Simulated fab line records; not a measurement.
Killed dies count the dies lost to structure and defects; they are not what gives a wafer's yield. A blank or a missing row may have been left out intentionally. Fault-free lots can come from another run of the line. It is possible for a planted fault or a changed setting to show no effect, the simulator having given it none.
The tool behind it: which one? | flow sky130 | 24 lots, 72 wafers sampled, at 6 steps of a route of 708

## WHAT THE GAUGES READ, wafer by wafer
SKY_CAPM_THK_MEAS_04: measures by xrf.
lot  | measured     | on            | CAPM_TIN_THK (nm)
L074 | day 36 08:44 | film_metro-02 | 198.3 199.4 200.4
L075 | day 36 10:40 | film_metro-01 | 199.7 200.1 199.7
L076 | day 37 00:13 | film_metro-01 | 200.4 202.9 201.2
L077 | day 37 01:20 | film_metro-03 | 198.6 197.5 200.6
L078 | day 37 13:05 | film_metro-02 | 196.9 198.8 196.9
L079 | day 37 22:47 | film_metro-03 | 194.8 197.6 200.5
L080 | day 38 06:51 | film_metro-01 | 201.6 197.6 198.4
L081 | day 38 08:39 | film_metro-03 | 199.9 202.6 199.9
L083 | day 39 17:53 | film_metro-03 | 198.2 198.6 199.1
L082 | day 39 18:49 | film_metro-02 | 194.9 194.8 195.3
L085 | day 39 20:32 | film_metro-02 | 197.6 197.6 198.6
L084 | day 39 20:52 | film_metro-03 | 196.7 194.9 196.8
L086 | day 40 00:44 | film_metro-03 | 196.7 193.4 197.0
L087 | day 40 06:34 | film_metro-03 | 199.1 196.6 196.7
L088 | day 40 17:35 | film_metro-01 | 194.3 197.8 194.8
L089 | day 41 03:43 | film_metro-02 | 199.2 197.5 195.5
L090 | day 41 03:55 | film_metro-01 | 194.6 193.0 196.9
L092 | day 41 13:45 | film_metro-01 | 203.5 201.1 203.3
L091 | day 41 14:27 | film_metro-02 | 197.0 194.0 195.8
L093 | day 41 20:25 | film_metro-01 | 199.6 197.2 199.6
L094 | day 42 01:05 | film_metro-02 | 197.4 197.9 198.2
L095 | day 42 07:34 | film_metro-03 | 193.0 195.9 195.0
L096 | day 42 17:43 | film_metro-01 | 197.2 196.2 199.6
L097 | day 42 20:10 | film_metro-03 | 195.2 201.9 196.3

SKY_CAPM_OVL_MEAS_12.
lot  | measured     | on         | CAPM_OVL (nm)
L074 | day 37 10:20 | overlay-02 | 0.0 -1.0 0.9
L075 | day 37 11:41 | overlay-02 | 1.0 2.0 1.5
L076 | day 38 01:32 | overlay-01 | 0.7 -1.2 0.4
L077 | day 38 03:17 | overlay-02 | -0.7 -4.6 -1.3
L078 | day 38 14:26 | overlay-02 | -2.8 -0.5 -0.6
L079 | day 38 23:29 | overlay-02 | -1.2 -2.7 -1.0
L080 | day 39 07:32 | overlay-02 | -3.1 -2.2 -2.5
L081 | day 39 08:56 | overlay-02 | 0.9 -0.3 -0.2
L083 | day 40 18:17 | overlay-01 | -0.4 1.1 0.0
L082 | day 40 19:35 | overlay-01 | -1.8 0.0 -2.3
L085 | day 40 20:17 | overlay-02 | 1.9 2.2 2.9
L084 | day 40 20:35 | overlay-01 | -1.7 -3.1 -2.5
L086 | day 41 00:35 | overlay-01 | -1.4 -0.2 -0.8
L087 | day 41 06:26 | overlay-01 | -1.0 -1.4 -1.5
L088 | day 41 16:47 | overlay-01 | -0.9 -1.7 -1.7
L089 | day 42 03:23 | overlay-01 | -0.8 0.0 -1.2
L090 | day 42 03:38 | overlay-02 | -2.2 -0.7 -2.4
L092 | day 42 11:47 | overlay-02 | -1.7 -2.1 -2.4
L091 | day 42 12:59 | overlay-01 | 0.3 -0.4 -1.5
L093 | day 42 19:35 | overlay-02 | -0.2 -1.8 -1.5
L094 | day 43 00:08 | overlay-02 | -1.1 1.4 -0.3
L095 | day 43 06:53 | overlay-01 | 0.0 0.6 1.8
L096 | day 43 16:08 | overlay-02 | -1.3 -0.3 1.1
L097 | day 43 18:41 | overlay-02 | -0.3 -0.4 -2.4

## TOOL THAT RAN EACH LOT (tool first, then ch and the chambers of the sampled wafers, then the start)
lot  | SKY_METAL1_ETCH_18                | SKY_VIA1_SPUTTER_20          | SKY_METAL3_SPUTTER_00        | SKY_CAPM_CVD_00
L074 | rie_metal-04 ch 0,1, day 32 18:01 | pvd_sputter-04, day 33 23:28 | pvd_sputter-03, day 36 08:09 | pecvd-01 ch 1,2, day 36 08:19
L075 | rie_metal-03 ch 0, day 32 20:19   | pvd_sputter-02, day 34 01:30 | pvd_sputter-04, day 36 10:11 | pecvd-02 ch 0,2, day 36 10:20
L076 | rie_metal-03 ch 0, day 33 10:37   | pvd_sputter-02, day 34 15:25 | pvd_sputter-03, day 36 23:43 | pecvd-01 ch 1,2, day 36 23:53
L077 | rie_metal-04 ch 0, day 33 11:47   | pvd_sputter-04, day 34 16:35 | pvd_sputter-03, day 37 00:52 | pecvd-02 ch 1,2, day 37 01:02
L078 | rie_metal-04 ch 0, day 33 23:39   | pvd_sputter-02, day 35 04:19 | pvd_sputter-04, day 37 12:36 | pecvd-02 ch 1, day 37 12:46
L079 | rie_metal-01 ch 0, day 34 10:34   | pvd_sputter-03, day 35 15:22 | pvd_sputter-01, day 37 22:18 | pecvd-01 ch 2, day 37 22:28
L080 | rie_metal-04 ch 0,1, day 34 17:10 | pvd_sputter-02, day 35 22:45 | pvd_sputter-01, day 38 06:22 | pecvd-02 ch 1,2, day 38 06:31
L081 | rie_metal-04 ch 0,1, day 34 20:34 | pvd_sputter-02, day 36 01:39 | pvd_sputter-04, day 38 08:10 | pecvd-03 ch 0, day 38 08:20
L083 | rie_metal-04 ch 0,1, day 36 06:49 | pvd_sputter-02, day 37 10:37 | pvd_sputter-01, day 39 17:24 | pecvd-03 ch 0,1,2, day 39 17:33
L082 | rie_metal-03 ch 0,1, day 36 07:46 | pvd_sputter-04, day 37 11:34 | pvd_sputter-04, day 39 18:20 | pecvd-02 ch 0,2, day 39 18:29
L085 | rie_metal-04 ch 0,1, day 36 09:28 | pvd_sputter-03, day 37 12:52 | pvd_sputter-01, day 39 20:03 | pecvd-01 ch 0,2, day 39 20:12
L084 | rie_metal-03 ch 0,1, day 36 10:07 | pvd_sputter-04, day 37 13:45 | pvd_sputter-04, day 39 20:24 | pecvd-03 ch 0,2, day 39 20:33
L086 | rie_metal-03 ch 0,1, day 36 14:22 | pvd_sputter-03, day 37 18:16 | pvd_sputter-03, day 40 00:15 | pecvd-01 ch 0,1, day 40 00:25
L087 | rie_metal-04 ch 0,1, day 36 22:34 | pvd_sputter-02, day 38 01:12 | pvd_sputter-03, day 40 06:06 | pecvd-02 ch 0,1,2, day 40 06:15
L088 | rie_metal-04 ch 0,1, day 37 08:10 | pvd_sputter-02, day 38 12:00 | pvd_sputter-01, day 40 17:06 | pecvd-03 ch 1,2, day 40 17:16
L089 | rie_metal-04 ch 0,1, day 37 19:01 | pvd_sputter-04, day 38 22:16 | pvd_sputter-01, day 41 03:15 | pecvd-01 ch 0,1,2, day 41 03:24
L090 | rie_metal-03 ch 0,1, day 37 19:11 | pvd_sputter-02, day 38 22:34 | pvd_sputter-04, day 41 03:26 | pecvd-02 ch 1,2, day 41 03:35
L092 | rie_metal-01 ch 1, day 38 05:13   | pvd_sputter-02, day 39 08:40 | pvd_sputter-01, day 41 13:16 | pecvd-02 ch 1,2, day 41 13:26
L091 | rie_metal-03 ch 0,1, day 38 06:11 | pvd_sputter-04, day 39 09:19 | pvd_sputter-01, day 41 13:58 | pecvd-01 ch 1,2, day 41 14:07
L093 | rie_metal-03 ch 0,1, day 38 12:13 | pvd_sputter-03, day 39 16:13 | pvd_sputter-01, day 41 19:57 | pecvd-01 ch 1,2, day 41 20:06
L094 | rie_metal-04 ch 1, day 38 16:46   | pvd_sputter-04, day 39 19:52 | pvd_sputter-04, day 42 00:37 | pecvd-01 ch 0,2, day 42 00:46
L095 | rie_metal-01 ch 1, day 38 23:43   | pvd_sputter-03, day 40 03:00 | pvd_sputter-01, day 42 07:06 | pecvd-01 ch 0,1, day 42 07:15
L096 | rie_metal-01 ch 0,1, day 39 11:55 | pvd_sputter-02, day 40 14:27 | pvd_sputter-01, day 42 17:15 | pecvd-02 ch 1,2, day 42 17:24
L097 | rie_metal-03 ch 0,1, day 39 14:25 | pvd_sputter-02, day 40 16:36 | pvd_sputter-04, day 42 19:42 | pecvd-01 ch 0,1,2, day 42 19:51
- SKY_METAL1_ETCH_18: etches BARC in N2/H2, stops on SiO2, time 45.9 s, target depth 60 nm.
- SKY_VIA1_SPUTTER_20: material TiN, target thk 20 nm, time 80 s.
- SKY_METAL3_SPUTTER_00: material Ti, target thk 15 nm, time 10 s.
- SKY_CAPM_CVD_00: deposits SiO2, target thk 15.5 nm.

## AS READ BY THE TOOLS THEMSELVES (means over the sampled wafers that have a number; for cases with no such wafer, the mark the record gives instead)
SKY_METAL1_ETCH_18.
lot  | tool         | drypump_motor_current_A (A) | oes_product_au (a.u.) | throttle_valve_pct (%)
L074 | rie_metal-04 | 5.74                        | 0.858                 | 13.221
L075 | rie_metal-03 | 5.99                        | 0.856                 | 13.222
L076 | rie_metal-03 | 5.99                        | 0.857                 | 13.230
L077 | rie_metal-04 | 5.81                        | 0.858                 | 13.228
L078 | rie_metal-04 | 5.83                        | 0.851                 | 13.225
L079 | rie_metal-01 | 6.30                        | 0.853                 | 13.228
L080 | rie_metal-04 | 5.75                        | 0.852                 | 13.222
L081 | rie_metal-04 | 5.69                        | 0.850                 | 13.224
L083 | rie_metal-04 | 5.69                        | 0.848                 | 13.216
L082 | rie_metal-03 | 5.89                        | 0.853                 | 13.223
L085 | rie_metal-04 | 5.75                        | 0.851                 | 13.222
L084 | rie_metal-03 | 5.76                        | 0.858                 | 13.216
L086 | rie_metal-03 | 5.87                        | 0.857                 | 13.219
L087 | rie_metal-04 | 5.74                        | 0.857                 | 13.233
L088 | rie_metal-04 | 5.69                        | 0.853                 | 13.220
L089 | rie_metal-04 | 5.69                        | 0.856                 | 13.224
L090 | rie_metal-03 | 5.89                        | 0.854                 | 13.224
L092 | rie_metal-01 | 6.07                        | 0.856                 | 13.229
L091 | rie_metal-03 | 5.77                        | 0.852                 | 13.219
L093 | rie_metal-03 | 5.74                        | 0.858                 | 13.224
L094 | rie_metal-04 | 5.63                        | 0.855                 | 13.224
L095 | rie_metal-01 | 6.09                        | 0.855                 | 13.232
L096 | rie_metal-01 | 6.13                        | 0.854                 | 13.233
L097 | rie_metal-03 | 5.74                        | 0.853                 | 13.223

SKY_VIA1_SPUTTER_20.
lot  | tool           | throttle_valve_pct (%)
L074 | pvd_sputter-04 | 29.7
L075 | pvd_sputter-02 | 29.6
L076 | pvd_sputter-02 | 29.7
L077 | pvd_sputter-04 | 29.5
L078 | pvd_sputter-02 | 29.6
L079 | pvd_sputter-03 | 29.8
L080 | pvd_sputter-02 | 29.7
L081 | pvd_sputter-02 | 29.7
L083 | pvd_sputter-02 | 29.5
L082 | pvd_sputter-04 | 29.7
L085 | pvd_sputter-03 | 30.2
L084 | pvd_sputter-04 | 29.4
L086 | pvd_sputter-03 | 29.8
L087 | pvd_sputter-02 | 29.6
L088 | pvd_sputter-02 | 29.6
L089 | pvd_sputter-04 | 29.3
L090 | pvd_sputter-02 | 29.6
L092 | pvd_sputter-02 | 29.8
L091 | pvd_sputter-04 | 29.4
L093 | pvd_sputter-03 | 30.1
L094 | pvd_sputter-04 | 29.2
L095 | pvd_sputter-03 | 30.0
L096 | pvd_sputter-02 | 29.7
L097 | pvd_sputter-02 | 30.0

SKY_METAL3_SPUTTER_00.
lot  | tool           | throttle_valve_pct (%)
L074 | pvd_sputter-03 | 29.8
L075 | pvd_sputter-04 | 30.7
L076 | pvd_sputter-03 | 29.8
L077 | pvd_sputter-03 | 29.7
L078 | pvd_sputter-04 | 30.4
L079 | pvd_sputter-01 | 31.1
L080 | pvd_sputter-01 | 30.9
L081 | pvd_sputter-04 | 29.7
L083 | pvd_sputter-01 | 30.7
L082 | pvd_sputter-04 | 30.3
L085 | pvd_sputter-01 | 30.6
L084 | pvd_sputter-04 | 29.6
L086 | pvd_sputter-03 | 30.4
L087 | pvd_sputter-03 | 30.1
L088 | pvd_sputter-01 | 30.9
L089 | pvd_sputter-01 | 30.9
L090 | pvd_sputter-04 | 29.2
L092 | pvd_sputter-01 | 31.1
L091 | pvd_sputter-01 | 30.8
L093 | pvd_sputter-01 | 31.1
L094 | pvd_sputter-04 | 29.3
L095 | pvd_sputter-01 | 30.5
L096 | pvd_sputter-01 | 31.0
L097 | pvd_sputter-04 | 29.8

SKY_CAPM_CVD_00.
lot  | tool     | heater_power_outer_w (W) | heater_power_w (W)
L074 | pecvd-01 | 465                      | 758
L075 | pecvd-02 | 549                      | 902
L076 | pecvd-01 | 432                      | 727
L077 | pecvd-02 | 481                      | 781
L078 | pecvd-02 | 356                      | 665
L079 | pecvd-01 | 495                      | 816
L080 | pecvd-02 | 521                      | 798
L081 | pecvd-03 | 491                      | 811
L083 | pecvd-03 | 424                      | 688
L082 | pecvd-02 | 541                      | 893
L085 | pecvd-01 | 448                      | 726
L084 | pecvd-03 | 531                      | 838
L086 | pecvd-01 | 459                      | 728
L087 | pecvd-02 | 527                      | 881
L088 | pecvd-03 | 440                      | 711
L089 | pecvd-01 | 470                      | 765
L090 | pecvd-02 | 528                      | 802
L092 | pecvd-02 | 573                      | 858
L091 | pecvd-01 | 432                      | 729
L093 | pecvd-01 | 422                      | 701
L094 | pecvd-01 | 460                      | 774
L095 | pecvd-01 | 412                      | 667
L096 | pecvd-02 | 554                      | 845
L097 | pecvd-01 | 414                      | 694

## THE ANSWER, worked out from the rows above alone
Rule: usual is defined by the lots themselves. Put in order of their means at a reading, lots are off if they are a third of the lots or fewer, leave a main group of 4 or more, and stand apart from it by a gap of 3 or more times the standard deviation of the main group's means; of several such gaps the widest counts. A main group is skipped when, at the precision printed for the reading in the tables above, its means are all equal. A lot without any number at a reading at which 4 lots or more have one is off too. Where the step has rows for the other lots, those lots are counted as sound. After the gauges, taken in route order, come the tools' own readings; for these a lot's mean is taken, as printed above. The first step at which some lot is off is used, and at that step the reading that is off furthest; a lot without a number counts as furthest.
No lot is off at any reading shown: from this, nothing can be told.

## WHAT THE SIMULATOR HAD PUT IN
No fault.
